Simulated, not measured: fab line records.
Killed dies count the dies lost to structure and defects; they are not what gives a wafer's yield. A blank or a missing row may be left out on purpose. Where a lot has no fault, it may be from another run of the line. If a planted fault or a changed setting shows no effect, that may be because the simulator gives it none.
A struck lot beside a sound one    flow gf180mcu    16 steps out of a route of 602
Sound: the wafers L519.1, L519.4, L519.5. The struck wafers were L507.2, L507.5, L507.6. The cause comes at the end.
For every step that has rows: the tool of each side, followed by ch and its chambers, followed by its first start. Under that, the readings that differ: sound wafers    struck wafers    difference of the means    sigmas: that difference in standard deviations of wafers without a fault.
alike: readings with means less than 2 such deviations apart, plus words and numbers identical on both sides. not compared: withheld readings, readings lacking a value on some wafer, bounds such as >300 that could conceal the same value, and numbers that have no deviation in the record and whose values overlap.
A row with sigmas, a row that says differs or no value, or rows on one side alone: a step with any of these is where the two part. Non-overlapping numbers with no deviation appear without sigmas and do not part them. Lack of a reading on every wafer of one side parts them only where that side has two or more wafers.

GF_V4_CMP_04: polishes SiO2.
  sound on cmp-01 ch 0,2,3, day 29 02:02; struck on cmp-01 ch 0,1,2, day 25 01:20
  alike: edgeZonePressureFrac, motorCurrentA, timeToEndpointS
GF_V4_BOW_MEAS_05:
  sound on filmMetro-02 at day 29 02:17; struck on filmMetro-01 at day 25 01:34
  alike: V4_BOW
then, 8 steps without rows for these wafers: GF_V4_DEHYDRATE_06 (time 60 s); GF_V4_HMDS_07 (prime time 60 s); GF_V4_COAT_08; GF_V4_COAT_09 (resist thk 1000 nm); GF_V4_SOFTBAKE_10 (time 60 s); GF_V4_EXPOSE_11 (exposes mask Via4, target cd 260 nm); GF_V4_PEB_12 (peb time 90 s); GF_V4_DEVELOP_13 (develop time 60 s).
GF_V4_CD_MEAS_14 targets a cd of 260 nm.
  sound on cdSem-02 at day 29 20:48; struck on cdSem-01 at day 25 22:04
  alike: cdNm
GF_V4_OVL_MEAS_15:
  sound on overlay-02 at day 29 20:55; struck on overlay-02 at day 25 22:11
  alike: V4_OVL
GF_V4_ETCH_16: etches BARC in N2/H2.
  sound on rieDiel-04 ch 1,3, day 29 20:58; struck on rieDiel-02 ch 0,1,3, day 25 22:13
  no value came back on the struck wafers for any of 5 readings (biasW (W), chamberPressureMTorr (mTorr) and others); on the sound wafers biasW (W) reads 99.5 99.9 99.5
GF_V4_ETCH_17: etches SiO2 in C4F8/O2/Ar, stops on TiN, target depth 630 nm.
  sound: rieDiel-04 ch 1,3; struck: rieDiel-02 ch 0,1,3
reading              sound              struck             difference  sigmas
oesProductAu (a.u.)  0.863 0.858 0.864  0.374 0.372 0.372  -0.489      -94
  alike: biasW, chamberPressureMTorr
GF_V4_STRIP_18: strips in O2/N2.
  sound on plasmaAsher-04 ch 0,1, day 29 21:05; struck on plasmaAsher-02 ch 0,1, day 25 22:20
reading              sound              struck             difference  sigmas
oesProductAu (a.u.)  0.592 0.590 0.590  0.608 0.605 0.612  +0.018      +3
  alike: drypumpMotorCurrentA, heaterPowerW, platenTempC
  not compared: rfHoursCounterH
then, 1 step without rows for these wafers: GF_V4_STRIP_19 (strips in post etch residue remover, time 1200 s).

WHERE THEY PART
Earliest at GF_V4_ETCH_16; latest, in this record, at GF_V4_STRIP_18.

WHY: what had been put in by the simulator
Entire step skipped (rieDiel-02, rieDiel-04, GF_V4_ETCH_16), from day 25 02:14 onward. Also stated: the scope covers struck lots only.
